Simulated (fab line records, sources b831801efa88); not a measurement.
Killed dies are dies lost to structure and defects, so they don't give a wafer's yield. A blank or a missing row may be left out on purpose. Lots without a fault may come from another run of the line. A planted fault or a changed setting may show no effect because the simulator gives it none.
fab line records | flow gf180mcu
record lots=14 wafers=42 last_day=34
route steps=602 shown STI@3 NSD@245 SAB@273 V1@358
lots that met no fault: from a run of the same line without faults
start_h: hours from the record's first day to the start of the lot's first wafer shown | wait_h: hours since the lot's step before | " the same as in the row above | L1.1+2: a row that stands for several wafers | - no value, or no start given | * or withheld: withheld | < > ~ a bound
route shown NAME@n: a module of which the file shows steps, and the number in the route of the first | usual: mean/standard deviation of fault-free wafers | same: alike in all rows | chamber/n: place in a boat | sites: the reading at each site | _std_site: their standard deviation | _edge_site: outer sites' mean less inner sites' | radius_mm: how far each site lies from the wafer's centre | mask NAME#n: copy n | behind: the tool/chamber that last shaped the wafer | hold: why the lot was held/for how many hours/how that ended | device: the transistor (n, p or np) that didn't switch | end of line: the same wafers' tests at the end of the route | a step without rows: its recipe alone | killed: dies lost to structure and defects at the first sort, not the wafer's yield | map: a wafer's dies, x killed, . not, _ none there
set.NAME: the setting as run; set.NAME@STEP: as run at that earlier step | model.NAME: the simulator's own value behind a step, which no gauge read
steps of the route over a sample of lots; a table a step, a row a wafer
services: from which hour (start_h, from the record's first day; less than 0 if before it) a tool's chamber was out of use, for how many hours, and why
## steps
# step GF_STI_THK_MEAS_02
# recipe reads=SiO2_of_STI_OXIDATION_01
# usual STI_OXIDATION_THK=10.97/0.19
# columns lot.wafer tool chamber start_h wait_h STI_OXIDATION_THK[nm]
L576.2 film_metro-02 - 11.52 0.0 11.29
L576.4 " - " " 11.22
L576.6 " - " " 10.99
L581.3 film_metro-02 - 38.17 0.0 10.79
L581.4 " - " " 10.79
L581.5 " - " " 10.90
L585.1 film_metro-01 - 56.51 0.0 11.24
L585.4 " - " " 10.95
L585.6 " - " " 10.95
L586.1 film_metro-02 - 62.32 0.0 10.49
L586.3 " - " " 10.52
L586.4 " - " " 10.65
L588.1 film_metro-03 - 72.04 0.0 10.77
L588.2 " - " " 10.69
L588.6 " - " " 10.73
L591.1 film_metro-02 - 86.51 0.0 11.12
L591.4 " - " " 11.23
L591.5 " - " " 11.00
L592.2 film_metro-01 - 91.52 0.0 10.83
L592.5 " - " " 11.02
L592.6 " - " " 11.00
L593.1 film_metro-03 - 96.62 0.0 11.22
L593.4 " - " " 11.15
L593.5 " - " " 11.10
L594.1 film_metro-02 - 102.07 0.0 11.16
L594.3 " - " " 11.16
L594.5 " - " " 11.15
L595.1 film_metro-03 - 107.75 0.0 10.94
L595.5 " - " " 11.02
L595.6 " - " " 11.35
L596.1 film_metro-03 - 111.51 0.0 11.01
L596.2 " - " " 11.02
L596.3 " - " " 10.84
L597.3 film_metro-01 - 117.48 0.0 11.04
L597.4 " - " " 10.95
L597.6 " - " " 10.95
L598.2 film_metro-03 - 122.35 0.0 10.90
L598.4 " - " " 11.08
L598.6 " - " " 10.93
L599.2 film_metro-02 - 126.52 0.0 11.08
L599.5 " - " " 11.31
L599.6 " - " " 11.15
# step GF_NSD_IMPLANT_10
# recipe species=P energy_kev=40 dose_cm2=5e+14 tilt_deg=7
# usual beam_on_s=10.01/0.19 faraday_current_uA=2785/51
# same implant_ion_amu=31
# columns lot.wafer tool chamber start_h wait_h beam_on_s faraday_current_uA
L576.2 implanter-02 0 305.64 0.1 9.72 2862
L576.4 " 0 " " 9.86 2831
L576.6 " 0 " " 10.02 2786
L581.3 implanter-03 0 339.22 0.1 10.12 2756
L581.4 " 0 " " 9.97 2792
L581.5 " 0 " " 9.93 2810
L585.1 implanter-02 0 368.97 0.1 8.40 3320
L585.4 " 0 " " 8.59 3252
L585.6 " 0 " " 8.67 3216
L586.1 implanter-02 0 382.60 0.1 8.68 3212
L586.3 " 0 " " 8.65 3230
L586.4 " 0 " " 8.39 3310
L588.1 implanter-03 0 395.20 0.1 9.98 2788
L588.2 " 0 " " 9.87 2809
L588.6 " 0 " " 9.50 2919
L591.1 implanter-04 0 419.87 0.1 9.72 2868
L591.4 " 0 " " 10.18 2745
L591.5 " 0 " " 9.86 2838
L592.2 implanter-04 0 428.97 0.1 10.30 2697
L592.5 " 0 " " 9.52 2908
L592.6 " 0 " " 10.10 2756
L593.1 implanter-03 0 443.37 0.1 9.82 2831
L593.4 " 0 " " 10.02 2784
L593.5 " 0 " " 10.04 2782
L594.1 implanter-04 0 448.62 0.1 10.13 2757
L594.3 " 0 " " 9.99 2790
L594.5 " 0 " " 10.02 2775
L595.1 implanter-03 0 455.00 0.1 9.91 2803
L595.5 " 0 " " 9.95 2783
L595.6 " 0 " " 10.05 2765
L596.1 implanter-02 0 461.02 0.1 10.07 2788
L596.2 " 0 " " 9.88 2836
L596.3 " 0 " " 10.19 2748
L597.3 implanter-04 0 477.92 0.1 9.93 2820
L597.4 " 0 " " 10.11 2746
L597.6 " 0 " " 9.92 2818
L598.2 implanter-03 0 480.22 0.1 9.82 2837
L598.4 " 0 " " 10.21 2736
L598.6 " 0 " " 9.82 2837
L599.2 implanter-04 0 486.12 0.1 10.09 2760
L599.5 " 0 " " 9.55 2913
L599.6 " 0 " " 9.85 2827
# step GF_PSD_RS_MEAS_14
# recipe thk_meas_gauge=four-point-probe
# usual NSD_RS=46.12/0.082
# columns lot.wafer tool chamber start_h wait_h NSD_RS[ohm/sq]
L576.2 film_metro-04 - 326.48 0.1 46.19
L576.4 " - " " 46.10
L576.6 " - " " 46.38
L581.3 film_metro-02 - 361.63 0.1 46.04
L581.4 " - " " 46.06
L581.5 " - " " 46.00
L585.1 film_metro-04 - 392.39 0.1 46.94
L585.4 " - " " 46.93
L585.6 " - " " 46.88
L586.1 film_metro-01 - 406.04 0.1 46.94
L586.3 " - " " 46.87
L586.4 " - " " 46.94
L588.1 film_metro-02 - 419.24 0.1 45.98
L588.2 " - " " 46.13
L588.6 " - " " 46.10
L591.1 film_metro-04 - 445.14 0.1 46.03
L591.4 " - " " 46.02
L591.5 " - " " 46.16
L592.2 film_metro-04 - 453.91 0.1 46.21
L592.5 " - " " 46.12
L592.6 " - " " 46.13
L593.1 film_metro-02 - 468.59 0.1 46.17
L593.4 " - " " 46.22
L593.5 " - " " 46.21
L594.1 film_metro-02 - 473.99 0.1 46.19
L594.3 " - " " 46.23
L594.5 " - " " 46.10
L595.1 film_metro-01 - 479.51 0.1 46.05
L595.5 " - " " 46.06
L595.6 " - " " 45.99
L596.1 film_metro-02 - 485.14 0.1 46.16
L596.2 " - " " 46.09
L596.3 " - " " 46.15
L597.3 film_metro-02 - 502.73 0.1 46.25
L597.4 " - " " 46.33
L597.6 " - " " 46.16
L598.2 film_metro-02 - 504.56 0.1 46.22
L598.4 " - " " 46.20
L598.6 " - " " 46.16
L599.2 film_metro-01 - 510.65 0.1 46.05
L599.5 " - " " 46.09
L599.6 " - " " 46.16
# step GF_SAB_CD_MEAS_09
# recipe target_cd_nm=420
# usual cd_nm=420.9/2.3
# columns lot.wafer tool chamber start_h wait_h cd_nm
L576.2 cd_sem-01 - 347.96 0.1 417.7
L576.4 " - " " 415.6
L576.6 " - " " 418.5
L581.3 cd_sem-02 - 384.30 0.1 426.3
L581.4 " - " " 422.8
L581.5 " - " " 425.7
L585.1 cd_sem-01 - 415.64 0.1 420.0
L585.4 " - " " 420.3
L585.6 " - " " 419.7
L586.1 cd_sem-01 - 430.24 0.1 423.1
L586.3 " - " " 423.3
L586.4 " - " " 421.1
L588.1 cd_sem-01 - 443.46 0.1 420.6
L588.2 " - " " 423.2
L588.6 " - " " 423.0
L591.1 cd_sem-02 - 469.79 0.1 420.0
L591.4 " - " " 421.9
L591.5 " - " " 423.3
L592.2 cd_sem-01 - 478.56 0.1 415.5
L592.5 " - " " 415.0
L592.6 " - " " 419.2
L593.1 cd_sem-01 - 492.39 0.1 417.4
L593.4 " - " " 418.4
L593.5 " - " " 418.3
L594.1 cd_sem-02 - 497.79 0.1 420.9
L594.3 " - " " 421.2
L594.5 " - " " 419.4
L595.1 cd_sem-01 - 503.21 0.1 422.8
L595.5 " - " " 424.2
L595.6 " - " " 421.7
L596.1 cd_sem-02 - 508.99 0.1 419.1
L596.2 " - " " 421.7
L596.3 " - " " 421.4
L597.3 cd_sem-02 - 526.38 0.1 418.7
L597.4 " - " " 419.7
L597.6 " - " " 420.2
L598.2 cd_sem-01 - 527.73 0.1 419.6
L598.4 " - " " 419.2
L598.6 " - " " 417.3
L599.2 cd_sem-01 - 533.51 0.1 420.1
L599.5 " - " " 419.6
L599.6 " - " " 421.3
# step GF_V1_CVD_23
# recipe material=W target_thk_nm=350 time_s=105.05 temp_c=400 pressure_torr=40
# usual heater_power_outer_w=572/49 heater_power_w=881/56
# columns lot.wafer tool chamber start_h wait_h heater_power_outer_w heater_power_w
L576.2 cvd_w-02 0 422.29 0.0 562 842
L576.4 " 1 " " 524 840
L576.6 " 0 " " 561 862
L581.3 cvd_w-01 1 461.13 0.1 525 846
L581.4 " 1 " " 527 839
L581.5 " 1 " " 543 861
L585.1 cvd_w-01 1 493.65 0.0 533 854
L585.4 " 1 " " 543 847
L585.6 " 0 " " 644 984
L586.1 cvd_w-02 0 508.33 0.0 566 862
L586.3 " 1 " " 519 831
L586.4 " 0 " " 566 836
L588.1 cvd_w-02 0 521.11 0.0 566 853
L588.2 " 1 " " 529 847
L588.6 " 1 " " 521 853
L591.1 cvd_w-01 1 545.09 0.0 540 846
L591.4 " 0 " " 646 979
L591.5 " 0 " " 636 975
L592.2 cvd_w-01 0 553.25 0.0 651 975
L592.5 " 1 " " 536 847
L592.6 " 0 " " 657 979
L593.1 cvd_w-02 1 566.01 0.0 520 839
L593.4 " 1 " " 528 841
L593.5 " 0 " " 570 854
L594.1 cvd_w-01 1 572.36 0.0 547 834
L594.3 " 1 " " 534 849
L594.5 " 0 " " 650 968
L595.1 cvd_w-02 0 577.20 0.0 586 864
L595.5 " 1 " " 527 862
L595.6 " 0 " " 579 862
L596.1 cvd_w-01 1 581.46 0.0 545 881
L596.2 " 0 " " 626 976
L596.3 " 1 " " 556 851
L597.3 cvd_w-01 1 596.75 0.1 558 848
L597.4 " 0 " " 662 981
L597.6 " 1 " " 541 851
L598.2 cvd_w-01 1 598.31 0.0 546 845
L598.4 " 1 " " 535 841
L598.6 " 0 " " 638 1000
L599.2 cvd_w-02 1 604.53 0.0 520 858
L599.5 " 1 " " 523 853
L599.6 " 0 " " 558 842
## services
# columns tool chamber start_h hours kind
cvd_w-01 - 282.42 2.8 pm
implanter-03 - 290.77 2.9 repair
implanter-04 - 297.11 1.7 repair
cvd_w-02 - 303.98 6.0 pm
cvd_w-01 0 348.67 2.7 repair
cvd_w-02 - 390.00 14.0 pm
cvd_w-02 0 390.00 14.0 vent_cycle
cvd_w-02 1 390.00 14.0 vent_cycle
cvd_w-02 0 404.00 - clean
cvd_w-02 1 404.00 - clean
implanter-02 - 442.44 5.0 repair
implanter-02 - 443.22 2.4 repair
implanter-04 - 449.21 7.5 repair
implanter-02 - 457.42 1.9 repair
cvd_w-01 0 460.01 11.3 repair
implanter-02 - 508.73 1.9 repair
cvd_w-02 - 535.40 19.0 repair
implanter-02 - 555.32 5.3 repair
cvd_w-02 0 590.45 6.8 repair
## key
first_sign step=GF_NSD_IMPLANT_10 reading=faraday_current_uA direction=up sigmas=9.3 usual=2785 struck=3257
effect step=GF_NSD_IMPLANT_10 reading=beam_on_s direction=down sigmas=7.8 usual=10.01 struck=8.56
effect step=GF_PSD_RS_MEAS_14 reading=NSD_RS direction=up sigmas=9.7 usual=46.12 struck=46.92
met_at GF_NSD_IMPLANT_10
struck_lots L585,L586
tester_left_out L585,L586
not_acting_at GF_STI_THK_MEAS_02,GF_SAB_CD_MEAS_09,GF_V1_CVD_23
onset_between 305.64 368.97
fault kind=process_parameter_drift tool=implanter-02 chamber=- onset_h=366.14 steps=GF_NSD_IMPLANT_10 channel=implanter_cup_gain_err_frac offset=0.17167 shape=step end_h=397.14
# tester_left_out: of these lots the tester's yield and bins aren't shown, on N5 and GAA mostly nor the transistor test; their killed dies are dies lost to structure and defects alone, not to doping, threshold or leakage, so they don't give the yield
